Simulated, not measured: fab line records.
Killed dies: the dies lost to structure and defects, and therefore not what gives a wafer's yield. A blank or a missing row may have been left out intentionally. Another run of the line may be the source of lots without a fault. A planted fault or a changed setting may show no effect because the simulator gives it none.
A struck lot beside a sound one    flow gf180mcu    22 steps out of a route of 602
Sound: the wafers L680.1, L680.4, L680.5. Struck: wafers L688.3, L688.6 (left out: L688.5, a lot-mate that was not struck); the cause follows at the end.
Order at every step that has rows: each side's tool, ch and its chambers, its first start. Under that, the readings that differ: sound wafers    struck wafers    difference of the means    sigmas: that difference in standard deviations of wafers without a fault.
alike: readings with means less than 2 such deviations apart, plus words and numbers identical on both sides. not compared: withheld readings, readings lacking a value on some wafer, bounds such as >300 that could conceal the same value, and numbers that have no deviation in the record and whose values overlap.
The two part at a step that has a row with sigmas, a row that says differs or no value, or rows on one side only. Non-overlapping numbers with no deviation appear without sigmas and do not part them. A reading that every wafer of one side lacks parts them only if that side has two wafers or more.

first, 4 steps without rows for these wafers: GF_NSD_SOFTBAKE_03 (time 60 s); GF_NSD_EXPOSE_04 (exposes mask Nplus, target cd 400 nm); GF_NSD_PEB_05; GF_NSD_DEVELOP_06 (develop time 60 s).
GF_NSD_CD_MEAS_07: target cd 400 nm.
  sound: cd_sem-02 at day 15 03:05; struck: cd_sem-01 at day 17 09:59
  alike: cd_nm
GF_NSD_OVL_MEAS_08:
  sound: overlay-01 at day 15 03:13; struck: overlay-02 at day 17 10:04
  alike: NSD_OVL
then, 2 steps without rows for these wafers: GF_NSD_IMPLANT_09; GF_NSD_IMPLANT_10.
GF_NSD_STRIP_11: strips in O2/N2.
  sound on plasma_asher-04 ch 0,1, day 15 03:32; struck on plasma_asher-01 ch 0, day 17 10:26
reading                       sound              struck       difference  sigmas
strip_time_to_endpoint_s (s)  22.91 22.89 22.92  22.98 22.98  +0.07       +2
  alike: drypump_motor_current_A, heater_power_w, oes_product_au
  not compared: rf_hours_counter_h
GF_NSD_TW_MEAS_12:
  sound: film_metro-02 at day 15 03:38; struck: film_metro-03 at day 17 10:31
  alike: NSD_TW
then, 2 steps without rows for these wafers: GF_PSD_DEHYDRATE_00 (time 60 s); GF_PSD_HMDS_01 (prime time 60 s).
GF_PSD_COAT_02: resist thk 1000 nm.
  sound on litho_track-02 ch 0, day 15 14:29; struck on litho_track-04 ch 0, day 17 22:06
reading                                   sound             struck     difference  sigmas
model.NOVOLAK_of_PSD_COAT_02.thk_nm (nm)  1000 997.9 998.3  1084 1086  +86         
then, 3 steps without rows for these wafers: GF_PSD_SOFTBAKE_03 (time 60 s); GF_PSD_EXPOSE_04 (exposes mask Pplus, target cd 400 nm); GF_PSD_PEB_05.
GF_PSD_DEVELOP_06: develop time 60 s.
  sound on litho_track-02 ch 0, day 16 01:17; struck on litho_track-04 ch 0, day 18 09:51
reading                                   sound              struck     difference  sigmas
model.NOVOLAK_of_PSD_COAT_02.thk_nm (nm)  999.6 997.5 997.9  1084 1085  +86         
GF_PSD_CD_MEAS_07: target cd 400 nm.
  sound: cd_sem-01 at day 16 01:26; struck: cd_sem-02 at day 18 09:59
reading     sound              struck       difference  sigmas
cd_nm (nm)  396.4 396.9 396.8  389.7 391.5  -6.1        -2
GF_PSD_OVL_MEAS_08:
  sound: overlay-01 at day 16 01:33; struck: overlay-02 at day 18 10:05
  alike: PSD_OVL
after that, 1 step had no rows for these wafers: GF_PSD_IMPLANT_09.
GF_PSD_STRIP_10: strips in O2/N2.
  sound on plasma_asher-02 ch 0,1, day 16 01:44; struck on plasma_asher-02 ch 0,1, day 18 10:17
reading                       sound              struck       difference  sigmas
strip_time_to_endpoint_s (s)  16.56 16.51 16.54  17.47 17.47  +0.93       +27
  alike: drypump_motor_current_A, heater_power_w, oes_product_au
  not compared: rf_hours_counter_h
GF_PSD_TW_MEAS_11:
  sound: film_metro-01 at day 16 01:50; struck: film_metro-01 at day 18 10:22
  alike: PSD_TW

== WHERE THEY PART ==
First at GF_NSD_STRIP_11; last, within this record, at GF_PSD_STRIP_10. Later steps at which nothing parts them and some readings are alike: GF_PSD_TW_MEAS_11.

WHY: whatever the simulator had introduced
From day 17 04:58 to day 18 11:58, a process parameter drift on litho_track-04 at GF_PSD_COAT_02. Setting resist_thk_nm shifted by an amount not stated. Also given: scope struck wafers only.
